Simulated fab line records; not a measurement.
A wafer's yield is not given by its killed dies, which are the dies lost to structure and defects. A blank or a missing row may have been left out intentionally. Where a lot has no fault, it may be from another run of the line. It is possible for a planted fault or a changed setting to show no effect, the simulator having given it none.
Which tool is to blame? | flow sky130 | 36 wafers from 12 lots sampled at 5 of the route's 708 steps

== WHAT EACH GAUGE READ, for each wafer ==
SKY_METAL2_OVL_MEAS_16. Usual: METAL2_OVL typically reads 2 nm, with standard deviation 5.7.
lot  | measured     | on         | METAL2_OVL (nm) | flag
L438 | day 34 21:52 | overlay-01 | 1 2 -6          |
L441 | day 36 00:11 | overlay-01 | 9 10 6          |
L442 | day 36 16:49 | overlay-02 | 1 -5 -2         |
L443 | day 36 22:00 | overlay-02 | -3 -4 -2        |
L446 | day 37 15:01 | overlay-01 | 0 8 12          |
L447 | day 37 21:10 | overlay-02 | 11 5 2          |
L448 | day 38 14:43 | overlay-01 | -4 2 -4         |
L449 | day 38 15:15 | overlay-02 | 2 5 5           |
L450 | day 39 00:37 | overlay-01 | -5 -2 -2        |
L455 | day 40 16:30 | overlay-02 | 6 9 13          |
L460 | day 41 11:43 | overlay-02 | -2 -1 -3        |
L461 | day 41 16:18 | overlay-02 | 10 4 0          |

SKY_VIA2_THK_MEAS_01. Usual: VIA2_HDPCVD_THK typically reads 1182 nm, with standard deviation 11.
lot  | measured     | on            | VIA2_HDPCVD_THK (nm) | flag
L438 | day 34 23:01 | film-metro-02 | 1169 1169 1175       |
L441 | day 36 01:07 | film-metro-01 | 1183 1187 1188       |
L442 | day 36 17:50 | film-metro-03 | 1179 1169 1173       |
L443 | day 36 23:01 | film-metro-02 | 1181 1189 1187       |
L446 | day 37 15:58 | film-metro-01 | 1174 1178 1167       |
L447 | day 37 22:07 | film-metro-02 | 1179 1175 1184       |
L448 | day 38 16:21 | film-metro-01 | 2347 2337 2369       | OFF
L449 | day 38 16:43 | film-metro-01 | 1168 1189 1172       |
L450 | day 39 01:55 | film-metro-02 | 2371 2373 2364       | OFF
L455 | day 40 17:44 | film-metro-01 | 2378 2384 2371       | OFF
L460 | day 41 13:05 | film-metro-01 | 1184 1202 1176       |
L461 | day 41 17:15 | film-metro-01 | 1181 1184 1168       |

SKY_VIA2_BOW_MEAS_03. Usual: VIA2_BOW typically reads 86 um, with standard deviation 6.5.
lot  | measured     | on            | VIA2_BOW (um) | flag
L438 | day 34 23:23 | film-metro-01 | 91 93 93      |
L441 | day 36 01:29 | film-metro-01 | 92 104 85     |
L442 | day 36 18:12 | film-metro-03 | 92 85 98      |
L443 | day 36 23:23 | film-metro-01 | 91 80 79      |
L446 | day 37 16:21 | film-metro-03 | 75 80 77      |
L447 | day 37 22:29 | film-metro-02 | 75 83 79      |
L448 | day 38 16:43 | film-metro-02 | 82 82 80      |
L449 | day 38 17:05 | film-metro-02 | 90 79 77      |
L450 | day 39 02:17 | film-metro-02 | 81 76 79      |
L455 | day 40 18:06 | film-metro-03 | 93 81 94      |
L460 | day 41 13:27 | film-metro-03 | 90 91 88      |
L461 | day 41 17:37 | film-metro-02 | 95 69 86      |

SKY_VIA2_CD_MEAS_12 targets a cd of 200 nm. Usual: cd-nm reads 199.5 nm (standard deviation 1.6).
lot  | measured     | on        | cd-nm (nm)        | flag
L438 | day 36 01:23 | cd-sem-02 | 198.6 199.7 200.2 |
L441 | day 37 02:44 | cd-sem-02 | 202.0 201.6 200.2 |
L442 | day 37 20:41 | cd-sem-01 | 202.4 201.7 201.6 |
L443 | day 38 00:26 | cd-sem-02 | 199.0 199.5 198.4 |
L446 | day 38 18:17 | cd-sem-01 | 200.6 201.0 202.7 |
L447 | day 38 23:59 | cd-sem-01 | 201.6 199.8 200.7 |
L448 | day 39 16:15 | cd-sem-02 | 197.8 197.3 198.2 |
L449 | day 39 16:59 | cd-sem-02 | 200.1 201.2 200.4 |
L450 | day 40 02:18 | cd-sem-01 | 198.2 198.4 200.8 |
L455 | day 41 17:23 | cd-sem-02 | 198.0 197.1 197.1 |
L460 | day 42 13:47 | cd-sem-01 | 198.3 198.1 199.5 |
L461 | day 42 17:34 | cd-sem-01 | 200.3 199.6 200.3 |

== WHICH TOOL RAN EACH LOT (tool, then ch and the chambers of the sampled wafers, then the start) ==
lot  | SKY_VIA2_HDPCVD_00
L438 | hdpcvd-02 ch 0,2, day 34 22:52
L441 | hdpcvd-02 ch 0,1, day 36 01:00
L442 | hdpcvd-02 ch 0,1,2, day 36 17:43
L443 | hdpcvd-01 ch 0,1,2, day 36 22:53
L446 | hdpcvd-01 ch 1,2, day 37 15:49
L447 | hdpcvd-02 ch 0,1,2, day 37 21:58
L448 | hdpcvd-02 ch 1,2, day 38 15:55
L449 | hdpcvd-01 ch 0,1,2, day 38 16:35
L450 | hdpcvd-01 ch 0,1, day 39 01:30
L455 | hdpcvd-02 ch 0,1, day 40 17:19
L460 | hdpcvd-01 ch 0,1,2, day 41 12:58
L461 | hdpcvd-01 ch 0,2, day 41 17:07
- SKY_VIA2_HDPCVD_00: deposits SiO2, target thk 1180 nm, time 196.7 s.

== AS READ BY THE TOOLS THEMSELVES (means over the sampled wafers that have a number; for cases with no such wafer, the mark the record gives instead) ==
SKY_VIA2_HDPCVD_00. Usual: susceptor-temp-C reads 400.00 C (standard deviation 0.21).
lot  | tool      | susceptor-temp-C (C) | flag
L438 | hdpcvd-02 | 400.32               |
L441 | hdpcvd-02 | 399.72               |
L442 | hdpcvd-02 | 399.90               |
L443 | hdpcvd-01 | 399.81               |
L446 | hdpcvd-01 | 399.75               |
L447 | hdpcvd-02 | 399.96               |
L448 | hdpcvd-02 | 399.92               |
L449 | hdpcvd-01 | 399.93               |
L450 | hdpcvd-01 | 399.88               |
L455 | hdpcvd-02 | 399.95               |
L460 | hdpcvd-01 | 399.93               |
L461 | hdpcvd-01 | 399.88               |

== THE ANSWER, worked out from the rows above alone ==
Rule: a lot is off if the mean of its wafers that have a number lies more than 3 standard deviations from the usual mean. Also off: a lot with no number at a reading for which 4 or more lots have one. Where the step has rows for the other lots, those lots are counted as sound. After the gauges, taken in route order, come the tools' own readings; for these a lot's mean is taken, as printed above. At the first step where some lot is off, the reading lying furthest off is the one used; lots without a number count as furthest.
Off: L448, L450, L455, seen at SKY_VIA2_THK_MEAS_01 (VIA2_HDPCVD_THK).
A tool fits if, at a process step before that reading, it ran every lot that is off, and no sound lot after the first of them. Those tools and the gauges at SKY_VIA2_THK_MEAS_01 are tried in the same way. No candidate that was tried fits.

== WHAT HAD BEEN PUT IN BY THE SIMULATOR ==
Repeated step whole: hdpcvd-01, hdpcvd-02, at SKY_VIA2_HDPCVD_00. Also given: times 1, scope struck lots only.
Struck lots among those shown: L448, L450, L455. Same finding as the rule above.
